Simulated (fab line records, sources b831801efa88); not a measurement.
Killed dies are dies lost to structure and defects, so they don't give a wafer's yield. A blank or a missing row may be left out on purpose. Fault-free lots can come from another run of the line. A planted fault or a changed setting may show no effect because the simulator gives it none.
Comparing a struck lot with a sound one :: flow sky130 :: 15 out of 708 route steps
Sound: wafers L184.1, L184.2, L184.6. The struck wafers were L188.1, L188.4, L188.5. At the end, the cause is stated.
Order at every step that has rows: each side's tool, ch and its chambers, its first start. Under that, the readings that differ: sound wafers :: struck wafers :: difference of the means :: sigmas: that difference in standard deviations of wafers without a fault.
alike: readings with means less than 2 such deviations apart, plus words and numbers identical on both sides. not compared: withheld readings, readings lacking a value on some wafer, bounds such as >300 that could conceal the same value, and numbers that have no deviation in the record and whose values overlap.
The two part at a step that has a row with sigmas, a row that says differs or no value, or rows on one side only. Numbers that don't overlap but have no deviation are shown without sigmas and don't part them. A reading missing from all wafers of one side parts the sides only when that side holds two or more wafers.

SKY_VIA1_STRIP_16: strips in O2/N2.
  sound on plasma_asher-04 ch 0,1, day 36 12:29; struck on plasma_asher-02 ch 0,1, day 37 14:07
  alike: drypump_motor_current_A, oes_product_au, strip_time_to_endpoint_s
  not compared: rf_hours_counter_h
then, 3 steps without rows for these wafers: SKY_VIA1_STRIP_17 (strips in post etch residue remover, time 1200 s); SKY_VIA1_CLEAN_18 (cleans in IPA, time 180 s); SKY_VIA1_CLEAN_19 (cleans in O3/DIW).
SKY_VIA1_SPUTTER_20: material TiN, target thk 20 nm, time 80 s.
  sound: pvd_sputter-03 at day 36 13:05; struck: pvd_sputter-03 at day 37 14:44
  alike: throttle_valve_pct
SKY_VIA1_CVD_21: deposits W, target thk 270 nm, time 80.902 s.
  sound on cvd_w-02 ch 0,1, day 36 13:08; struck on cvd_w-01 ch 1, day 37 14:48
reading: heater_power_w (W)
sound: 908 720 723
struck: 963 971 939
difference: +174
sigmas: +2
  not compared: since_wet_clean_h
SKY_VIA1_RS_MEAS_22: the measuring method here is four-point-probe.
  sound: film_metro-02 at day 36 13:14; struck: film_metro-04 at day 37 14:53
  alike: VIA1_W_RS
SKY_VIA1_THK_MEAS_23: measures by xrf.
  sound: film_metro-02 at day 36 13:21; struck: film_metro-04 at day 37 15:01
  alike: VIA1_W_THK
SKY_VIA1_CMP_24: polishes, stops on SiO2, t overpolish 15 s, target thk 0 nm.
  sound on cmp-02 ch 0,1,3, day 36 13:39; struck on cmp-01 ch 0,1,2, day 37 15:10
  alike: edge_zone_pressure_frac, motor_current_A, overpolish_run_s, platen_rpm, time_to_endpoint_s
then, 1 step without rows for these wafers: SKY_METAL2_SPUTTER_00 (material Ti, target thk 15 nm, time 10 s).
SKY_METAL2_SPUTTER_01: material TiN, target thk 20 nm, time 16.7 s.
  sound: pvd_sputter-02 at day 36 13:52; struck: pvd_sputter-01 at day 37 15:24
  alike: throttle_valve_pct
then, 1 step without rows for these wafers: SKY_METAL2_SPUTTER_02 (material AlCu, target thk 250 nm, time 13.3 s).
SKY_METAL2_SPUTTER_03: material Ti, target thk 5 nm, time 3.3 s.
  sound: pvd_sputter-02 at day 36 13:55; struck: pvd_sputter-01 at day 37 15:27
reading: model.Ti_of_METAL2_SPUTTER_03.thk_nm (nm)
sound: 4.823 4.893 4.965
struck: 2.999 2.908 2.871
difference: -1.968
sigmas: 
  alike: throttle_valve_pct
then, 1 step without rows for these wafers: SKY_METAL2_SPUTTER_04 (material TiN, target thk 70 nm, time 58.3 s).
-- the record jumps here: 11 days lie between the struck wafers' starts before and after (it left off in module METAL2 and takes up again in module PAD_OPEN, whose first step shown is number 708 of the route) --
SKY_PAD_OPEN_PROBE_99:
  sound: prober-02 at day 47 16:54; struck: prober-02 at day 48 10:27
  alike: defect_limited_yield, killed_at_M0_to_M3, killed_at_M4_up, killed_at_contacts, killed_at_front_end, killed_at_other, killed_dies, killed_open, killed_short, sort_bin_3_pad_short, sort_bin_5_function, sort_bin_6_memory, sort_n_pass, sort_yield_pct

## WHERE THEY PART
Only at SKY_VIA1_CVD_21, as far as this record shows. Later steps at which nothing parts them and some readings are alike: SKY_VIA1_RS_MEAS_22, SKY_VIA1_THK_MEAS_23, SKY_VIA1_CMP_24, SKY_METAL2_SPUTTER_01, SKY_METAL2_SPUTTER_03, SKY_PAD_OPEN_PROBE_99.

WHY: whatever the simulator had introduced
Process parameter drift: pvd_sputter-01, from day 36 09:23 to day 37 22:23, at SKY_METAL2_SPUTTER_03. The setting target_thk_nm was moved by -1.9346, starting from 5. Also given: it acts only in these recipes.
